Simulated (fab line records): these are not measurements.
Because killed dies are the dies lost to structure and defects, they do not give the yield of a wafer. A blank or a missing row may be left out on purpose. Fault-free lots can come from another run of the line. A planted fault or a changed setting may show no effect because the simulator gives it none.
Chamber matching ; flow sky130 ; SKY_VIA2_CMP_24 on cmp-01 has 4 sister chambers
The step polishes, stops on SiO2, t overpolish 20 s, target thk 0 nm. 8 wafers are shown with their chamber, then 7 later ones without.

EACH WAFER AND ITS CHAMBER
wafer;chamber;motorCurrentA (A)
L776.5;2;9.8
L779.3;3;12.2
L779.5;0;9.5
L780.3;0;10.0
L780.4;3;12.2
L780.5;1;12.6
L784.1;2;9.3
L784.3;1;12.6

WAFERS WITHOUT THEIR CHAMBER
wafer;motorCurrentA (A)
L784.4;12.2
L790.2;13.2
L790.3;12.5
L790.6;9.8
L791.1;10.3
L791.4;12.8
L791.5;12.2

EACH ONE'S CHAMBER
wafer;from the rows above;in truth
L784.4;can't be placed: 3 or 1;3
L790.2;can't be placed: 1 or 3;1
L790.3;can't be placed: 1 or 3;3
L790.6;can't be placed: 0 or 2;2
L791.1;can't be placed: 0 or 2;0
L791.4;can't be placed: 1 or 3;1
L791.5;can't be placed: 3 or 1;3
Correct placement for 0 of the 7. From these rows, 7 cannot be placed; in 7 the true chamber is one of the candidates. Wrongly placed: 0.
How it was worked out, from the rows above alone: a wafer's distance from a chamber is the root of the sum, over the readings, of the square of ((its reading less the chamber's mean) divided by the reading's scatter). If the next closest chamber is less than 2 further off than the closest, the wafer can't be placed; otherwise it belongs to the closest. A chamber's mean is the mean of its shown wafers. The scatter is the square root of a quotient: the sum, over the shown wafers, of each reading's squared deviation from its chamber's mean, divided by wafers minus chambers.
